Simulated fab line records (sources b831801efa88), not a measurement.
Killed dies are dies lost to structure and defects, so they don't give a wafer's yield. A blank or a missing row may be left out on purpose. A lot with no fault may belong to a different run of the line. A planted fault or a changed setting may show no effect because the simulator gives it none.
Which tool was responsible? | flow sky130 | Sampling: 9 lots, 27 wafers, 3 of 708 route steps

WHAT EACH GAUGE READ, for each wafer
SKY_VIA3_THK_MEAS_23: measures by xrf. Usual: VIA3_W_THK typically reads 405 nm, with standard deviation 6.3.
lot  | measured     | on            | VIA3_W_THK (nm) | flag
L268 | day 40 17:40 | film_metro-04 | 398 402 395     |
L271 | day 41 10:43 | film_metro-01 | 403 402 409     |
L270 | day 41 21:21 | film_metro-04 | 416 419 405     |
L273 | day 42 09:33 | film_metro-02 | 413 416 404     |
L275 | day 42 19:25 | film_metro-02 | 396 409 414     |
L277 | day 43 09:16 | film_metro-02 | 407 401 407     |
L283 | day 45 00:50 | film_metro-02 | 397 401 396     |
L286 | day 45 18:50 | film_metro-02 | 402 407 408     |
L288 | day 46 00:30 | film_metro-04 | 397 403 403     |

EACH LOT AND THE TOOL THAT RAN IT (in order: tool; ch and the chambers of the sampled wafers; start)
lot  | SKY_METAL3_METAL_ETCH_18          | SKY_METAL3_STRIP_19
L268 | rie_metal-04 ch 0,1, day 39 14:47 | plasma_asher-03 ch 0,1, day 39 14:58
L271 | rie_metal-03 ch 0,1, day 40 07:50 | plasma_asher-02 ch 0,1, day 40 08:01
L270 | rie_metal-04 ch 0,1, day 40 18:28 | plasma_asher-03 ch 0,1, day 40 18:39
L273 | rie_metal-02 ch 0,1, day 41 07:05 | plasma_asher-01 ch 0,1, day 41 07:16
L275 | rie_metal-02 ch 0,1, day 41 17:26 | plasma_asher-02 ch 0,1, day 41 17:35
L277 | rie_metal-04 ch 0,1, day 42 07:36 | plasma_asher-03 ch 0,1, day 42 07:45
L283 | rie_metal-03 ch 0,1, day 43 23:36 | plasma_asher-01 ch 0, day 43 23:46
L286 | rie_metal-03 ch 0,1, day 44 19:25 | plasma_asher-02 ch 1, day 44 19:36
L288 | rie_metal-03 ch 0,1, day 45 00:55 | plasma_asher-02 ch 0,1, day 45 01:06
- SKY_METAL3_METAL_ETCH_18: etches the open film in Cl2/BCl3, stops on SiO2, target depth 845 nm, time 183.1 s.
- SKY_METAL3_STRIP_19: strips in O2/N2.

AS READ BY THE TOOLS THEMSELVES (means over the sampled wafers that have a number; for cases with no such wafer, the mark the record gives instead)
SKY_METAL3_METAL_ETCH_18. Usual: drypump_motor_current_A 5.65 A, standard deviation 0.23; oes_product_au 0.864 a.u., standard deviation 0.0056; rf_fwd_power_W 896.5 W, standard deviation 3; throttle_valve_pct 22.263 %, standard deviation 0.0087.
lot  | tool         | drypump_motor_current_A (A) | oes_product_au (a.u.) | rf_fwd_power_W (W) | throttle_valve_pct (%) | flag
L268 | rie_metal-04 | 5.93                        | 0.861                 | 896.6              | 22.265                 |
L271 | rie_metal-03 | 5.59                        | 0.864                 | 893.9              | 22.264                 |
L270 | rie_metal-04 | 5.70                        | 0.868                 | 897.4              | 22.259                 |
L273 | rie_metal-02 | 5.62                        | 0.862                 | 896.1              | 22.252                 |
L275 | rie_metal-02 | 5.60                        | 0.865                 | 895.5              | 22.267                 |
L277 | rie_metal-04 | 5.68                        | 0.862                 | 897.8              | 22.257                 |
L283 | rie_metal-03 | 5.60                        | 0.867                 | 897.5              | 22.270                 |
L286 | rie_metal-03 | 5.58                        | 0.863                 | 898.5              | 22.255                 |
L288 | rie_metal-03 | 5.62                        | 0.864                 | 895.0              | 22.267                 |

SKY_METAL3_STRIP_19. Usual: drypump_motor_current_A 5.7 A, standard deviation 0.57; oes_product_au 0.502 a.u., standard deviation 0.0053; strip_time_to_endpoint_s 6.53 s, standard deviation 0.068.
lot  | tool            | drypump_motor_current_A (A) | oes_product_au (a.u.) | strip_time_to_endpoint_s (s) | flag
L268 | plasma_asher-03 | 6.0                         | 0.496                 | 6.49                         |
L271 | plasma_asher-02 | 6.0                         | 0.507                 | 6.56                         |
L270 | plasma_asher-03 | 6.0                         | 0.502                 | 6.55                         |
L273 | plasma_asher-01 | 4.9                         | 0.504                 | 6.50                         |
L275 | plasma_asher-02 | 6.2                         | 0.495                 | 6.45                         |
L277 | plasma_asher-03 | 6.0                         | 0.505                 | 6.56                         |
L283 | plasma_asher-01 | 4.8                         | 0.503                 | 6.57                         |
L286 | plasma_asher-02 | 6.4                         | 0.499                 | 6.49                         |
L288 | plasma_asher-02 | 6.2                         | 0.503                 | 6.53                         |

THE ANSWER, worked out from the rows above alone
Rule: lot off if the mean of its wafers having a number is beyond 3 standard deviations from the usual mean. A lot without any number at a reading at which 4 lots or more have one is off too. Where the step has rows for the other lots, those lots are counted as sound. The gauges are gone through in route order, then the tools' own readings, and for those a lot's mean is taken as printed above. At the first step where some lot is off, the reading lying furthest off is the one used; lots without a number count as furthest.
Across all readings shown, no lot is off: no conclusion can be drawn from this.

WHAT WAS PUT IN BY THE SIMULATOR
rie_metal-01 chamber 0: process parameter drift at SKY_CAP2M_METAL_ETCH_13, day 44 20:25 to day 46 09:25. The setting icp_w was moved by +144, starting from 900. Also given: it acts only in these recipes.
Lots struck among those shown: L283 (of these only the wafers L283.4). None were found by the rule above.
